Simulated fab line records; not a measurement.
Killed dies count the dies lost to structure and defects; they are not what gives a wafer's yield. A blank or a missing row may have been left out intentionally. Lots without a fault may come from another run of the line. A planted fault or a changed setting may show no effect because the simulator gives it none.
fab line records ; flow sky130
[record] lots = 6; wafers = 18; lastDay = 49
route steps=708 shown VT_ADJUST_HVTP@93 VT_ADJUST_LVTN@97 PAD_OPEN@708
lots untouched by any fault: they come from a run of this same line in which no faults occurred
startH: start of the lot's first displayed wafer, in hours after the record's first day ; waitH: hours elapsed since this lot's preceding step ; " unchanged from the row above ; L1.1+2: a single row standing in for several wafers ; - value missing, or start not given ; * or withheld: withheld ; < > ~ a bound
route shown NAME@n: NAME is a module with steps in the file, n the number in the route of the first one ; usual: mean and standard deviation over wafers with no fault ; same: alike in all rows ; chamber/n: place in a boat ; sites: readings site by site ; _std_site: the standard deviation of these ; _edge_site: inner sites' mean taken away from outer sites' mean ; radiusMm: for every site, how far away it sits from the centre of the wafer ; mask NAME#n: copy n ; behind: the most recent tool/chamber to have shaped the wafer ; hold: the reason the lot was held/the length of the hold in hours/how it ended ; device: which transistor (n, p or np) failed to switch ; end of line: the tests these same wafers got at the end of their route ; a step given without rows: its recipe and nothing more ; killed: dies lost to structure and defects at the first sort, not the wafer's yield ; map: a wafer's dies, x killed, . not, _ none there
set.NAME: the setting that was run; set.NAME@STEP: the one run at that earlier step ; model.NAME: the simulator's own value behind a step, which no gauge read
lots at some steps of the route; a table a step, a row a wafer
services: from which hour (startH, from the record's first day; less than 0 if before it) a tool's chamber was out of use, for how many hours, and why
[[steps]]
[step SKY_VT_ADJUST_HVTP_OVL_MEAS_08]
[usual] VT_ADJUST_HVTP_OVL = 2.1/1.4
lot.wafer;tool;chamber;startH;waitH;VT_ADJUST_HVTP_OVL[nm]
L771.1;overlay-02;-;120.09;0.1;3.0
L771.4;overlay-02;-;120.09;0.1;3.7
L771.5;overlay-02;-;120.09;0.1;1.6
L773.3;overlay-01;-;135.85;0.1;3.7
L773.4;overlay-01;-;135.85;0.1;2.7
L773.6;overlay-01;-;135.85;0.1;0.5
L774.1;overlay-01;-;140.65;0.1;3.1
L774.2;overlay-01;-;140.65;0.1;2.8
L774.3;overlay-01;-;140.65;0.1;3.6
L785.1;overlay-01;-;206.90;0.1;2.3
L785.4;overlay-01;-;206.90;0.1;2.1
L785.5;overlay-01;-;206.90;0.1;-1.2
L789.1;overlay-02;-;237.31;0.1;1.5
L789.3;overlay-02;-;237.31;0.1;2.8
L789.6;overlay-02;-;237.31;0.1;2.0
L792.2;overlay-02;-;255.82;0.1;4.4
L792.3;overlay-02;-;255.82;0.1;5.8
L792.4;overlay-02;-;255.82;0.1;5.3
[step SKY_VT_ADJUST_HVTP_IMPLANT_09]
[recipe] species = As; energyKev = 150; doseCm2 = 4.3e+12; tiltDeg = withheld
[step SKY_VT_ADJUST_HVTP_STRIP_10]
[recipe] chemistry = O2/N2; powerW = 1400; pressureMtorr = 1500; platenTempC = withheld; o2FlowSccm = 3000; n2FlowSccm = 300; overashFraction = 0.5
[usual] drypumpMotorCurrentA = 5.7/0.44; oesProductAu = 0.716/0.0046; stripTimeToEndpointS = 14.28/0.032
lot.wafer;tool;chamber;startH;waitH;drypumpMotorCurrentA;oesProductAu;rfHoursCounterH;stripTimeToEndpointS
L771.1;plasmaAsher-01;0;120.27;0.1;6.3;0.715;45;14.28
L771.4;plasmaAsher-01;0;120.27;0.1;6.3;0.713;-;14.27
L771.5;plasmaAsher-01;1;120.27;0.1;5.6;0.707;-;14.30
L773.3;plasmaAsher-02;1;136.06;0.1;6.3;0.716;-;14.25
L773.4;plasmaAsher-02;0;136.06;0.1;6.1;0.714;-;14.28
L773.6;plasmaAsher-02;1;136.06;0.1;6.2;0.715;-;14.27
L774.1;plasmaAsher-04;1;140.84;0.1;5.6;0.712;2;14.29
L774.2;plasmaAsher-04;0;140.84;0.1;5.1;0.713;2;14.34
L774.3;plasmaAsher-04;1;140.84;0.1;5.6;0.712;-;14.32
L785.1;plasmaAsher-01;0;207.09;0.1;6.3;0.717;52;14.33
L785.4;plasmaAsher-01;1;207.09;0.1;5.6;0.710;-;14.33
L785.5;plasmaAsher-01;1;207.09;0.1;5.6;0.716;-;14.33
L789.1;plasmaAsher-01;0;237.49;0.1;6.3;0.722;55;14.26
L789.3;plasmaAsher-01;0;237.49;0.1;6.3;0.727;-;14.27
L789.6;plasmaAsher-01;1;237.49;0.1;5.6;0.712;-;14.28
L792.2;plasmaAsher-02;0;256.00;0.1;6.1;0.712;44;14.28
L792.3;plasmaAsher-02;1;256.00;0.1;6.2;0.713;-;14.32
L792.4;plasmaAsher-02;0;256.00;0.1;6.1;0.713;-;14.30
[step SKY_VT_ADJUST_HVTP_TW_MEAS_11]
[usual] VT_ADJUST_HVTP_TW = 1362/10
lot.wafer;tool;chamber;startH;waitH;VT_ADJUST_HVTP_TW
L771.1;filmMetro-01;-;120.37;0.1;1370
L771.4;filmMetro-01;-;120.37;0.1;1380
L771.5;filmMetro-01;-;120.37;0.1;1378
L773.3;filmMetro-04;-;136.14;0.1;1363
L773.4;filmMetro-04;-;136.14;0.1;1364
L773.6;filmMetro-04;-;136.14;0.1;1365
L774.1;filmMetro-01;-;140.94;0.1;1367
L774.2;filmMetro-01;-;140.94;0.1;1383
L774.3;filmMetro-01;-;140.94;0.1;1377
L785.1;filmMetro-01;-;207.19;0.1;1372
L785.4;filmMetro-01;-;207.19;0.1;1373
L785.5;filmMetro-01;-;207.19;0.1;1372
L789.1;filmMetro-04;-;237.59;0.1;1366
L789.3;filmMetro-04;-;237.59;0.1;1359
L789.6;filmMetro-04;-;237.59;0.1;1352
L792.2;filmMetro-01;-;256.11;0.1;1369
L792.3;filmMetro-01;-;256.11;0.1;1380
L792.4;filmMetro-01;-;256.11;0.1;1368
[step SKY_VT_ADJUST_LVTN_DEHYDRATE_00]
[recipe] tempC = 200; timeS = 60
[step SKY_VT_ADJUST_LVTN_HMDS_01]
[recipe] primeTimeS = 60; primeTempC = 120
[step SKY_VT_ADJUST_LVTN_COAT_02]
[recipe] spinRpm = 2000; resistThkNm = 3000
[step SKY_VT_ADJUST_LVTN_SOFTBAKE_03]
[recipe] tempC = 110; timeS = withheld
[step SKY_VT_ADJUST_LVTN_EXPOSE_04]
[recipe] maskId = NWM_COMPLEMENT_LESS_NATIVE; na = 0.6; sourceShape = conventional; sigmaOuter = 0.6; polarization = unpolarized; targetCdNm = 840; doseMj = 194
[step SKY_VT_ADJUST_LVTN_PEB_05]
[recipe] tempC = 115; timeS = withheld
[step SKY_VT_ADJUST_LVTN_DEVELOP_06]
[recipe] wallAngleDeg = 90; developer = TMAH; developTimeS = 60; devTempC = 23
[step SKY_VT_ADJUST_LVTN_OVL_MEAS_07]
[usual] VT_ADJUST_LVTN_OVL = 1.1/1.5
lot.wafer;tool;chamber;startH;waitH;VT_ADJUST_LVTN_OVL[nm]
L771.1;overlay-01;-;138.52;-;0.5
L771.4;overlay-01;-;138.52;-;-0.4
L771.5;overlay-01;-;138.52;-;1.4
L773.3;overlay-01;-;154.34;-;4.5
L773.4;overlay-01;-;154.34;-;2.9
L773.6;overlay-01;-;154.34;-;1.0
L774.1;overlay-02;-;160.03;-;2.7
L774.2;overlay-02;-;160.03;-;2.4
L774.3;overlay-02;-;160.03;-;2.5
L785.1;overlay-02;-;229.08;-;2.0
L785.4;overlay-02;-;229.08;-;0.9
L785.5;overlay-02;-;229.08;-;2.7
L789.1;overlay-02;-;261.67;-;-0.4
L789.3;overlay-02;-;261.67;-;0.4
L789.6;overlay-02;-;261.67;-;1.1
L792.2;overlay-01;-;281.03;-;-1.0
L792.3;overlay-01;-;281.03;-;1.8
L792.4;overlay-01;-;281.03;-;-0.6
[step SKY_VT_ADJUST_LVTN_IMPLANT_08]
[recipe] species = B; energyKev = 30; doseCm2 = 1.57e+12; tiltDeg = withheld
[usual] doseIonsCm2 = 1.5696e+12/1.7e+09
lot.wafer;tool;chamber;startH;waitH;doseIonsCm2
L771.1;implanter-03;0;138.55;0.0;1.5724e+12
L771.4;implanter-03;0;138.55;0.0;1.5706e+12
L771.5;implanter-03;0;138.55;0.0;1.5701e+12
L773.3;implanter-02;0;154.42;0.1;1.5692e+12
L773.4;implanter-02;0;154.42;0.1;1.5697e+12
L773.6;implanter-02;0;154.42;0.1;1.5692e+12
L774.1;implanter-01;0;160.07;0.0;1.5698e+12
L774.2;implanter-01;0;160.07;0.0;1.5687e+12
L774.3;implanter-01;0;160.07;0.0;1.5676e+12
L785.1;implanter-02;0;229.11;0.0;1.5715e+12
L785.4;implanter-02;0;229.11;0.0;1.5721e+12
L785.5;implanter-02;0;229.11;0.0;1.5664e+12
L789.1;implanter-02;0;261.70;0.0;1.5686e+12
L789.3;implanter-02;0;261.70;0.0;1.5693e+12
L789.6;implanter-02;0;261.70;0.0;1.5703e+12
L789.1;implanter-02;0;262.02;0.3;1.5712e+12
L789.3;implanter-02;0;262.02;0.3;1.5699e+12
L789.6;implanter-02;0;262.02;0.3;1.5709e+12
L792.2;implanter-02;0;281.09;0.0;1.57e+12
L792.3;implanter-02;0;281.09;0.0;1.5702e+12
L792.4;implanter-02;0;281.09;0.0;1.5696e+12
L792.2;implanter-02;0;281.41;0.3;1.5688e+12
L792.3;implanter-02;0;281.41;0.3;1.5704e+12
L792.4;implanter-02;0;281.41;0.3;1.5702e+12
[step SKY_VT_ADJUST_LVTN_STRIP_09]
[recipe] chemistry = O2/N2; powerW = 1400; pressureMtorr = 1500; platenTempC = withheld; o2FlowSccm = 3000; n2FlowSccm = 300; overashFraction = 0.5
[usual] drypumpMotorCurrentA = 5.8/0.47; oesProductAu = 0.721/0.005; stripTimeToEndpointS = 36.94/0.097
lot.wafer;tool;chamber;startH;waitH;drypumpMotorCurrentA;oesProductAu;rfHoursCounterH;stripTimeToEndpointS
L771.1;plasmaAsher-04;0;138.70;0.1;5.1;0.721;2;36.97
L771.4;plasmaAsher-04;0;138.70;0.1;5.0;0.727;-;36.98
L771.5;plasmaAsher-04;0;138.70;0.1;5.1;0.720;-;36.93
L773.3;plasmaAsher-04;1;154.55;0.1;5.6;0.727;-;36.95
L773.4;plasmaAsher-04;0;154.55;0.1;5.0;0.724;-;36.94
L773.6;plasmaAsher-04;0;154.55;0.1;5.1;0.721;-;36.92
L774.1;plasmaAsher-02;0;160.22;0.1;6.1;0.731;34;36.87
L774.2;plasmaAsher-02;1;160.22;0.1;6.3;0.722;34;36.88
L774.3;plasmaAsher-02;1;160.22;0.1;6.3;0.724;-;36.85
L785.1;plasmaAsher-03;1;229.26;0.1;6.4;0.717;51;36.97
L785.4;plasmaAsher-03;0;229.26;0.1;5.4;0.720;-;36.85
L785.5;plasmaAsher-03;0;229.26;0.1;5.4;0.722;-;36.96
L789.1;plasmaAsher-03;0;262.17;0.1;5.4;0.720;55;36.86
L789.3;plasmaAsher-03;0;262.17;0.1;5.5;0.719;-;36.85
L789.6;plasmaAsher-03;0;262.17;0.1;5.4;0.718;-;36.88
L792.2;plasmaAsher-02;1;281.53;0.1;6.2;0.710;46;36.89
L792.3;plasmaAsher-02;0;281.53;0.1;6.1;0.718;-;37.02
L792.4;plasmaAsher-02;1;281.53;0.1;6.2;0.717;-;36.96
[step SKY_VT_ADJUST_LVTN_TW_MEAS_10]
[usual] VT_ADJUST_LVTN_TW = 244.8/2.4
lot.wafer;tool;chamber;startH;waitH;VT_ADJUST_LVTN_TW
L771.1;filmMetro-03;-;138.80;0.1;245.1
L771.4;filmMetro-03;-;138.80;0.1;245.0
L771.5;filmMetro-03;-;138.80;0.1;246.3
L773.3;filmMetro-03;-;154.64;0.1;247.7
L773.4;filmMetro-03;-;154.64;0.1;246.7
L773.6;filmMetro-03;-;154.64;0.1;246.5
L774.1;filmMetro-03;-;160.32;0.1;247.1
L774.2;filmMetro-03;-;160.32;0.1;247.0
L774.3;filmMetro-03;-;160.32;0.1;247.3
L785.1;filmMetro-02;-;229.36;0.1;240.8
L785.4;filmMetro-02;-;229.36;0.1;241.0
L785.5;filmMetro-02;-;229.36;0.1;241.3
L789.1;filmMetro-03;-;262.27;0.1;301.3
L789.3;filmMetro-03;-;262.27;0.1;302.3
L789.6;filmMetro-03;-;262.27;0.1;302.4
L792.2;filmMetro-03;-;281.64;0.1;300.8
L792.3;filmMetro-03;-;281.64;0.1;303.2
L792.4;filmMetro-03;-;281.64;0.1;301.5
[step SKY_VT_ADJUST_LVTN_DEHYDRATE_11]
[recipe] tempC = 200; timeS = 60
[step SKY_PAD_OPEN_PROBE_99]
[usual] killed_at_M0_to_M3 = 45/6.9; killed_at_M4_up = 3.2/1.8; killedAtContacts = 25/5.3; killedAtFrontEnd = 16/4.3; killedAtOther = 0.2/0.52; killedDies = 88/8.7; killedOpen = 48/6.5; killedShort = 40/6
[same] grossDies = 492; killedAtBackSide = 0
lot.wafer;tool;chamber;startH;waitH;killed_at_M0_to_M3;killed_at_M4_up;killedAtContacts;killedAtFrontEnd;killedAtOther;killedDies;killedOpen;killedShort;model.etest.nfet_01v8_lvt.driveUaUm;model.etest.nfet_01v8.driveUaUm;model.etest.nfet_01v8_turned.driveUaUm;model.etest.nfet_01v8_swapped.driveUaUm;model.etest.nfet_01v8_lvt.vtSatV;model.etest.nfet_01v8_lvt.vtV;model.etest.nfet_01v8.vtSatV;model.etest.nfet_01v8_turned.vtSatV
L771.1;prober-01;-;1068.88;0.1;44;3;20;4;1;72;47;25;576.7;503.1;506.8;502.5;0.5283;0.6073;0.6364;0.6417
L771.4;prober-01;-;1069.03;0.2;56;4;23;14;0;97;54;43;565.7;500.2;502.8;498.1;0.5369;0.6126;0.6463;0.648
L771.5;prober-01;-;1069.08;0.2;50;3;29;19;0;101;53;47;577.1;506.1;505;509.5;0.5281;0.5978;0.6406;0.6458
L773.3;prober-01;-;1083.93;0.2;32;2;21;16;0;71;47;23;570.8;497.4;499.6;496.7;0.5401;0.617;0.6496;0.653
L773.4;prober-01;-;1083.98;0.2;49;1;23;8;1;82;45;36;573.2;500.3;494.6;496.4;0.5385;0.611;0.6495;0.6554
L773.6;prober-01;-;1084.08;0.2;32;7;22;14;0;75;35;39;594;518.2;519.9;518.3;0.5229;0.6007;0.6379;0.6354
L774.1;prober-02;-;1095.32;0.1;58;1;24;16;0;99;53;46;560.5;488.2;492.3;496;0.5415;0.6241;0.6564;0.658
L774.2;prober-02;-;1095.37;0.1;47;6;15;13;0;81;44;37;574.2;501.7;505.6;505.4;0.5378;0.6102;0.6525;0.6515
L774.3;prober-02;-;1095.42;0.2;45;2;23;19;0;89;48;41;571.5;497.1;500.4;499.4;0.5356;0.6119;0.6534;0.6542
L785.1;prober-01;-;1158.38;0.1;48;2;18;19;1;88;49;38;551.1;485;483.7;482.6;0.5415;0.6201;0.6549;0.6601
L785.4;prober-01;-;1158.53;0.2;52;2;19;20;1;94;55;36;554.9;486.6;488.4;485.1;0.5471;0.6218;0.6556;0.657
L785.5;prober-01;-;1158.58;0.2;36;3;20;18;0;77;46;31;553.7;486.9;484.6;490.1;0.5436;0.6182;0.6552;0.6591
L789.1;prober-01;-;1181.34;0.1;44;8;25;15;0;92;50;41;551;489.8;489.2;487.8;0.5772;0.6359;0.6721;0.6756
L789.3;prober-01;-;1181.44;0.2;49;1;27;15;0;92;46;46;541.5;483.8;484.4;483.2;0.5858;0.6366;0.6763;0.6752
L789.6;prober-01;-;1181.59;0.2;66;4;16;9;0;95;47;48;554.5;494.9;497.8;496.6;0.576;0.632;0.6677;0.6711
L792.2;prober-02;-;1187.06;0.1;31;5;27;16;0;79;43;36;522.2;464.3;466.8;468.6;0.586;0.6392;0.6792;0.6816
L792.3;prober-02;-;1187.11;0.2;55;1;24;13;0;93;57;36;527.3;469.6;472.2;465.8;0.5886;0.6493;0.6787;0.6817
L792.4;prober-02;-;1187.16;0.2;48;2;26;14;0;90;45;45;528.8;470.4;469.8;473.2;0.5837;0.6439;0.6762;0.6848
// killed by level:class
L771.1 VIA1:geometricParticle:open=11 VIA2:geometricParticle:open=10 CONTACT:geometricParticle:open=8 METAL1:geometricParticle:short=5 LI_CONTACT:geometricParticle:open=4 CONTACT:geometricParticle:short=4 VIA3:geometricParticle:open=4 METAL2:geometricParticle:short=4
L771.4 VIA1:geometricParticle:open=14 METAL1:geometricParticle:short=11 CONTACT:geometricParticle:open=11 VIA3:geometricParticle:open=8 VIA1:geometricParticle:short=7 VIA2:geometricParticle:open=6 VIA3:geometricParticle:short=4 FIELD_ISO:geometricParticle:open=3
L771.5 VIA1:geometricParticle:open=12 CONTACT:geometricParticle:open=11 METAL2:geometricParticle:short=10 POLY_GATE:geometricParticle:short=6 LI_CONTACT:geometricParticle:open=6 LOCAL_INTERCONNECT:geometricParticle:short=6 VIA1:geometricParticle:short=6 VIA3:geometricParticle:open=5
L773.3 CONTACT:geometricParticle:open=10 VIA1:geometricParticle:open=10 POLY_GATE:geometricParticle:open=7 VIA2:geometricParticle:open=5 FIELD_ISO:geometricParticle:open=4 LI_CONTACT:geometricParticle:short=4 LOCAL_INTERCONNECT:geometricParticle:short=4 METAL1:geometricParticle:short=4
L773.4 VIA1:geometricParticle:open=14 CONTACT:geometricParticle:open=8 VIA1:geometricParticle:short=8 LI_CONTACT:geometricParticle:open=7 VIA3:geometricParticle:open=6 CONTACT:geometricParticle:short=5 METAL1:geometricParticle:short=4 VIA2:geometricParticle:short=4
L773.6 LI_CONTACT:geometricParticle:open=6 LOCAL_INTERCONNECT:geometricParticle:short=6 VIA1:geometricParticle:short=6 VIA3:geometricParticle:open=6 CONTACT:geometricParticle:open=5 FIELD_ISO:geometricParticle:short=4 VIA2:geometricParticle:open=4 VIA1:geometricParticle:open=4
L774.1 VIA2:geometricParticle:open=13 VIA1:geometricParticle:open=12 CONTACT:geometricParticle:open=7 CONTACT:geometricParticle:short=7 VIA1:geometricParticle:short=7 POLY_GATE:geometricParticle:short=6 METAL1:geometricParticle:short=6 POLY_GATE:geometricParticle:open=5
L774.2 VIA1:geometricParticle:open=13 VIA2:geometricParticle:open=9 VIA3:geometricParticle:open=7 POLY_GATE:geometricParticle:short=6 LI_CONTACT:geometricParticle:open=5 VIA1:geometricParticle:short=5 FIELD_ISO:geometricParticle:open=4 METAL1:geometricParticle:short=4
L774.3 LI_CONTACT:geometricParticle:open=9 VIA1:geometricParticle:open=8 VIA3:geometricParticle:open=8 FIELD_ISO:geometricParticle:short=6 CONTACT:geometricParticle:open=6 METAL2:geometricParticle:short=6 VIA2:geometricParticle:open=6 POLY_GATE:geometricParticle:short=5
L785.1 VIA1:geometricParticle:open=11 VIA2:geometricParticle:open=10 LI_CONTACT:geometricParticle:open=8 POLY_GATE:geometricParticle:short=6 VIA3:geometricParticle:open=6 METAL2:geometricParticle:short=5 CONTACT:geometricParticle:open=5 POLY_GATE:geometricParticle:open=4
L785.4 VIA1:geometricParticle:open=14 CONTACT:geometricParticle:open=11 VIA1:geometricParticle:short=9 POLY_GATE:geometricParticle:open=6 VIA3:geometricParticle:open=6 VIA2:geometricParticle:open=5 METAL1:geometricParticle:open=4 FIELD_ISO:geometricParticle:open=3
L785.5 VIA2:geometricParticle:open=7 FIELD_ISO:geometricParticle:open=6 CONTACT:geometricParticle:open=6 VIA1:geometricParticle:open=6 METAL2:geometricParticle:short=5 METAL2:geometricParticle:open=5 LI_CONTACT:geometricParticle:open=4 CONTACT:geometricParticle:short=4
L789.1 CONTACT:geometricParticle:open=12 VIA3:geometricParticle:open=7 VIA1:geometricParticle:open=7 VIA3:geometricParticle:short=7 LI_CONTACT:geometricParticle:open=6 METAL2:geometricParticle:short=6 POLY_GATE:geometricParticle:open=5 METAL4:geometricParticle:short=5
L789.3 METAL1:geometricParticle:short=9 VIA1:geometricParticle:open=8 LI_CONTACT:geometricParticle:open=7 LOCAL_INTERCONNECT:geometricParticle:short=6 CONTACT:geometricParticle:open=6 VIA2:geometricParticle:open=6 FIELD_ISO:geometricParticle:short=5 VIA1:geometricParticle:short=5
L789.6 VIA3:geometricParticle:open=13 VIA1:geometricParticle:open=9 METAL2:geometricParticle:short=7 METAL1:geometricParticle:short=7 CONTACT:geometricParticle:open=6 VIA2:geometricParticle:short=6 VIA1:geometricParticle:short=6 VIA3:geometricParticle:short=6
L792.2 CONTACT:geometricParticle:open=13 VIA1:geometricParticle:open=9 LI_CONTACT:geometricParticle:open=6 FIELD_ISO:geometricParticle:short=5 METAL1:geometricParticle:short=5 METAL4:geometricParticle:short=5 METAL2:geometricParticle:short=5 VIA1:geometricParticle:short=4
L792.3 VIA1:geometricParticle:open=17 CONTACT:geometricParticle:open=11 VIA1:geometricParticle:short=8 VIA2:geometricParticle:open=7 LI_CONTACT:geometricParticle:open=5 METAL1:geometricParticle:short=5 METAL2:geometricParticle:short=5 VIA2:geometricParticle:short=5
L792.4 METAL2:geometricParticle:short=11 CONTACT:geometricParticle:open=11 VIA1:geometricParticle:short=10 LI_CONTACT:geometricParticle:open=7 VIA1:geometricParticle:open=6 VIA3:geometricParticle:open=6 METAL1:geometricParticle:short=5 VIA2:geometricParticle:open=5
[[services]]
tool;chamber;startH;hours;kind
plasmaAsher-04;-;108.75;9.0;pm
plasmaAsher-04;0;108.75;9.0;ventCycle
plasmaAsher-04;1;108.75;9.0;ventCycle
plasmaAsher-04;0;117.75;-;clean
plasmaAsher-04;1;117.75;-;clean
plasmaAsher-04;-;133.37;2.8;pm
implanter-02;-;135.74;1.9;repair
implanter-03;-;141.56;2.7;repair
implanter-01;-;168.66;7.8;repair
plasmaAsher-01;-;172.80;12.2;repair
implanter-01;-;173.22;2.5;repair
implanter-02;-;185.41;2.0;repair
implanter-01;-;213.36;3.1;repair
plasmaAsher-02;-;241.67;2.8;pm
plasmaAsher-04;-;259.26;4.3;repair
implanter-03;-;260.89;3.5;pm
implanter-02;-;268.19;3.2;repair
plasmaAsher-02;-;276.93;1.6;repair
[[key]]
[firstSign] step = SKY_VT_ADJUST_LVTN_IMPLANT_08; reading = visit; direction = added
[effect] step = SKY_VT_ADJUST_LVTN_TW_MEAS_10; reading = VT_ADJUST_LVTN_TW; direction = up; sigmas = 24; usual = 244.8; struck = 301.9
[modelEffect] step = SKY_PAD_OPEN_PROBE_99; value = etest.nfet_01v8_lvt.driveUaUm; without = 574.4; struck = 537.6
metAt SKY_VT_ADJUST_LVTN_IMPLANT_08
struckWafers L789.1,L789.3,L789.6,L792.2,L792.3,L792.4
testerLeftOut L789,L792
[fault] kind = repeatedStepWhole; tool = implanter-01,implanter-02,implanter-03; chamber = -; onsetH = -; steps = SKY_VT_ADJUST_LVTN_IMPLANT_08; times = 1; scope = struckLotsOnly
// testerLeftOut: of these lots the tester's yield and bins aren't shown, on N5 and GAA mostly nor the transistor test; their killed dies are dies lost to structure and defects alone, not to doping, threshold or leakage, so they don't give the yield
